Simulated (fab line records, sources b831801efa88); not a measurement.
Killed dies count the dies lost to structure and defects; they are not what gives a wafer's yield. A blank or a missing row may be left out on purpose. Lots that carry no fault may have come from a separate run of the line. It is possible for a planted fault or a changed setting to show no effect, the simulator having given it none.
A struck lot beside a sound one + flow gf180mcu + 44 out of 602 route steps
Sound: these wafers, L822.1, L822.5, L822.6. Wafers struck: L830.1, L830.2, L830.4. The cause comes at the end.
Each step with rows lists, per side, the tool, then ch with its chambers, then its first start. Under that, the readings that differ: sound wafers + struck wafers + difference of the means + sigmas: that difference in standard deviations of wafers without a fault.
alike: readings with means less than 2 such deviations apart, plus words and numbers identical on both sides. not compared: withheld readings, readings lacking a value on some wafer, bounds such as >300 that could conceal the same value, and numbers that have no deviation in the record and whose values overlap.
The two part at a step that has a row with sigmas, a row that says differs or no value, or rows on one side only. When numbers do not overlap yet have no deviation, they are printed without sigmas and do not part them. A reading that every wafer of one side lacks parts them only if that side has two wafers or more.

first, 1 step without rows for these wafers: GF_MVSD_IMPLANT_09.
GF_MVSD_STRIP_10: strips in O2/N2.
  sound on plasma_asher-03 ch 0,1, day 6 04:19; struck on plasma_asher-04 ch 0,1, day 8 00:22
  alike: chamber_pressure_mTorr, drypump_motor_current_A, heater_power_w, oes_product_au, strip_time_to_endpoint_s
  not compared: rf_hours_counter_h
GF_MVSD_TW_MEAS_11:
  sound on film_metro-03 at day 6 04:25; struck on film_metro-03 at day 8 00:28
  alike: MVSD_TW
then, 7 steps without rows for these wafers: GF_MVPSD_DEHYDRATE_00 (time 60 s); GF_MVPSD_HMDS_01 (prime time 60 s); GF_MVPSD_COAT_02 (resist thk 3000 nm); GF_MVPSD_SOFTBAKE_03; GF_MVPSD_EXPOSE_04 (exposes mask MVPSD, target cd 1000 nm); GF_MVPSD_PEB_05; GF_MVPSD_DEVELOP_06 (develop time 60 s).
GF_MVPSD_OVL_MEAS_07:
  sound on overlay-01 at day 6 19:25; struck on overlay-01 at day 8 16:04
| reading        | sound       | struck         | difference | sigmas |
|----------------|-------------|----------------|------------|--------|
| MVPSD_OVL (nm) | 3.1 0.2 2.3 | -3.2 -1.3 -5.0 | -5.0       | -3     |
then, 1 step without rows for these wafers: GF_MVPSD_IMPLANT_08.
GF_MVPSD_IMPLANT_09:
  sound on implanter-01 ch 0, day 6 19:36; struck on implanter-04 ch 0, day 8 16:15
| reading            | sound                         | struck                        | difference | sigmas |
|--------------------|-------------------------------|-------------------------------|------------|--------|
| dose_ions_cm2      | 5.001e+12 5.002e+12 5.003e+12 | 4.556e+12 4.568e+12 4.559e+12 | -4.410e+11 | -82    |
| faraday_current_uA | 28.4 28.0 28.2                | 25.9 24.9 25.2                | -2.9       | -5     |
  alike: tilt_deg
GF_MVPSD_STRIP_10: strips in O2/N2.
  sound on plasma_asher-02 ch 0,1, day 6 19:45; struck on plasma_asher-02 ch 0,1, day 8 16:24
  alike: chamber_pressure_mTorr, drypump_motor_current_A, heater_power_w, oes_product_au, strip_time_to_endpoint_s
  not compared: rf_hours_counter_h
GF_MVPSD_TW_MEAS_11:
  sound on film_metro-01 at day 6 19:51; struck on film_metro-03 at day 8 16:30
  alike: MVPSD_TW
then, 7 steps without rows for these wafers: GF_VT_IMPLANT_DEHYDRATE_00 (time 60 s); GF_VT_IMPLANT_HMDS_01 (prime time 60 s); GF_VT_IMPLANT_COAT_02 (resist thk 1000 nm); GF_VT_IMPLANT_SOFTBAKE_03 (time 60 s); GF_VT_IMPLANT_EXPOSE_04 (exposes mask LVPWELL LV AREA, target cd 600 nm); GF_VT_IMPLANT_PEB_05; GF_VT_IMPLANT_DEVELOP_06 (develop time 60 s).
GF_VT_IMPLANT_OVL_MEAS_07:
  sound on overlay-02 at day 7 10:46; struck on overlay-02 at day 9 09:10
  alike: VT_IMPLANT_OVL
then, 1 step without rows for these wafers: GF_VT_IMPLANT_IMPLANT_08.
GF_VT_IMPLANT_STRIP_09: strips in O2/N2.
  sound on plasma_asher-02 ch 0,1, day 7 10:57; struck on plasma_asher-04 ch 0,1, day 9 09:21
| reading            | sound       | struck      | difference | sigmas |
|--------------------|-------------|-------------|------------|--------|
| heater_power_w (W) | 378 368 381 | 326 322 308 | -57        | -2     |
  alike: chamber_pressure_mTorr, drypump_motor_current_A, oes_product_au, strip_time_to_endpoint_s
  not compared: rf_hours_counter_h
GF_VT_IMPLANT_TW_MEAS_10:
  sound on film_metro-01 at day 7 11:03; struck on film_metro-01 at day 9 09:27
  alike: VT_IMPLANT_TW
then, 7 steps without rows for these wafers: GF_VT_IMPLANT_DEHYDRATE_11 (time 60 s); GF_VT_IMPLANT_HMDS_12 (prime time 60 s); GF_VT_IMPLANT_COAT_13 (resist thk 1000 nm); GF_VT_IMPLANT_SOFTBAKE_14 (time 60 s); GF_VT_IMPLANT_EXPOSE_15 (exposes mask Nwell LV AREA, target cd 860 nm); GF_VT_IMPLANT_PEB_16; GF_VT_IMPLANT_DEVELOP_17 (develop time 60 s).
GF_VT_IMPLANT_OVL_MEAS_18:
  sound on overlay-01 at day 8 03:04; struck on overlay-01 at day 10 03:10
  alike: VT_IMPLANT_01_OVL
then, 1 step without rows for these wafers: GF_VT_IMPLANT_IMPLANT_19.
GF_VT_IMPLANT_STRIP_20: strips in O2/N2.
  sound on plasma_asher-01 ch 0,1, day 8 03:15; struck on plasma_asher-01 ch 0,1, day 10 03:21
  alike: chamber_pressure_mTorr, drypump_motor_current_A, heater_power_w, oes_product_au, strip_time_to_endpoint_s
  not compared: rf_hours_counter_h
GF_VT_IMPLANT_TW_MEAS_21:
  sound on film_metro-03 at day 8 03:21; struck on film_metro-03 at day 10 03:27
  alike: VT_IMPLANT_2_TW
then, 5 steps without rows for these wafers: GF_VT_IMPLANT_DEHYDRATE_22 (time 60 s); GF_VT_IMPLANT_HMDS_23 (prime time 60 s); GF_VT_IMPLANT_COAT_24 (resist thk 986 nm); GF_VT_IMPLANT_SOFTBAKE_25 (time 60 s); GF_VT_IMPLANT_EXPOSE_26 (exposes mask LVPWELL HV AREA, target cd 860 nm).
GF_VT_IMPLANT_RS_MEAS_49: uses a four-point probe to measure.
  sound on film_metro-04 at day 9 14:10; struck on film_metro-04 at day 11 17:01
| reading           | sound          | struck         | difference | sigmas |
|-------------------|----------------|----------------|------------|--------|
| MVPSD_RS (ohm/sq) | 1164 1163 1163 | 1191 1194 1195 | +30        | +9     |
GF_PASSIVATION_PROBE_99:
  sound wafers here have rows in the record (prober-02, day 31 04:34); struck ones have none

## WHERE THEY PART
Last at GF_PASSIVATION_PROBE_99 as far as this record goes, first at GF_MVPSD_OVL_MEAS_07.

WHY: what the simulator had put in
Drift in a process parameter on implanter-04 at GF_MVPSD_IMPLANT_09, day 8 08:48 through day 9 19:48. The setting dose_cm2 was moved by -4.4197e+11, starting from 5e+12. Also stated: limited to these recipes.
